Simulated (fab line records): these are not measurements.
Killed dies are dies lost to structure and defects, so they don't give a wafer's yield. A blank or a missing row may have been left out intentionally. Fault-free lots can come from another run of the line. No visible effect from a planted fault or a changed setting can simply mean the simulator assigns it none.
Struck lot and sound lot, side by side | flow sky130 | 18 out of 708 route steps
Sound: the wafers L779.2, L779.4, L779.6. Wafers struck: L787.1, L787.4, L787.6. The cause is named last.
Per side, at each step with rows, come the tool, then ch with its chambers, and then its first start. Under that, the readings that differ: sound wafers | struck wafers | difference of the means | sigmas: that difference in standard deviations of wafers without a fault.
alike: a reading whose means differ by less than 2 such deviations, as well as words and numbers matching on both sides. not compared: withheld readings; readings where some wafer has no value; bounds like >300 that might hide an equal value; numbers whose values overlap and for which the record gives no deviation.
The two part at a step that has a row with sigmas, a row that says differs or no value, or rows on one side only. When numbers do not overlap yet have no deviation, they are printed without sigmas and do not part them. A reading that every wafer of one side lacks parts them only if that side has two wafers or more.

first, 2 steps without rows for these wafers: SKY_METAL3_CLEAN_22 (cleans in O3/DIW); SKY_VIA3_HDPCVD_00 (deposits SiO2, target thk 1635 nm, time 272.5 s).
SKY_VIA3_THK_MEAS_01:
  sound: film_metro-01 at day 38 08:17; struck: film_metro-02 at day 41 12:56
  alike: VIA3_HDPCVD_THK
SKY_VIA3_CMP_02: polishes SiO2.
  sound on cmp-02 ch 2,3, day 38 08:20; struck on cmp-01 ch 0,3, day 41 13:03
  alike: motor_current_A, retaining_ring_pressure_frac
SKY_VIA3_BOW_MEAS_03:
  sound: film_metro-02 at day 38 08:39; struck: film_metro-03 at day 41 13:18
  reading       | sound    | struck   | difference | sigmas
  VIA3_BOW (um) | 88 83 87 | 63 76 59 | -20        | -2
then, 7 steps without rows for these wafers: SKY_VIA3_DEHYDRATE_04 (time 60 s); SKY_VIA3_HMDS_05 (prime time 60 s); SKY_VIA3_COAT_06 (resist thk 60 nm); SKY_VIA3_COAT_07 (resist thk 450 nm); SKY_VIA3_SOFTBAKE_08 (time 90 s); SKY_VIA3_EXPOSE_09 (exposes mask VIM3, target cd 200 nm); SKY_VIA3_PEB_10.
SKY_VIA3_DEVELOP_11: develop time 60 s.
  sound on litho_track-04 ch 0, day 39 09:00; struck on litho_track-03 ch 0, day 42 12:00
SKY_VIA3_CD_MEAS_12 targets a cd of 200 nm.
  sound: cd_sem-02 at day 39 10:01; struck: cd_sem-01 at day 42 12:55
  alike: cd_nm
SKY_VIA3_OVL_MEAS_13:
  sound: overlay-02 at day 39 10:07; struck: overlay-01 at day 42 13:02
  alike: VIA3_OVL
SKY_VIA3_ETCH_14: etches BARC in N2/H2, stops on SiO2, time 45.9 s, target depth 60 nm.
  sound on rie_diel-02 ch 0,2,3, day 39 10:09; struck on rie_diel-03 ch 1,3, day 42 13:04
  reading               | sound             | struck          | difference | sigmas
  model.VIA3.cd_nm (nm) | 201.6 200.7 201.3 | 197 198.7 197.7 | -3         |
  alike: drypump_motor_current_A, oes_product_au, throttle_valve_pct
  not compared: rf_hours_counter_h
SKY_VIA3_ETCH_15: etches SiO2 in C4F8/O2/Ar, stops on TiN, target depth 507 nm, time 78 s.
  sound on rie_diel-02 ch 0,2,3, day 39 10:12; struck on rie_diel-03 ch 1,3, day 42 13:07
  alike: oes_product_au
  not compared: rf_hours_counter_h
-- the record jumps here: 6 days lie between the struck wafers' starts before and after (it left off in module VIA3 and takes up again in module PAD_OPEN, whose first step shown is number 708 of the route) --
SKY_PAD_OPEN_PROBE_99:
  sound: prober-01 at day 45 12:29; struck: prober-01 at day 48 05:12
  alike: defect_limited_yield, killed_at_M0_to_M3, killed_at_M4_up, killed_at_contacts, killed_at_front_end, killed_at_other, killed_dies, killed_open, killed_short, sort_bin_3_pad_short, sort_bin_5_function, sort_bin_6_memory, sort_n_pass, sort_yield_pct

== WHERE THEY PART ==
Only at SKY_VIA3_BOW_MEAS_03, as far as this record shows. Later steps at which nothing parts them and some readings are alike: SKY_VIA3_CD_MEAS_12, SKY_VIA3_OVL_MEAS_13, SKY_VIA3_ETCH_14, SKY_VIA3_ETCH_15, SKY_PAD_OPEN_PROBE_99.

WHY: whatever the simulator had introduced
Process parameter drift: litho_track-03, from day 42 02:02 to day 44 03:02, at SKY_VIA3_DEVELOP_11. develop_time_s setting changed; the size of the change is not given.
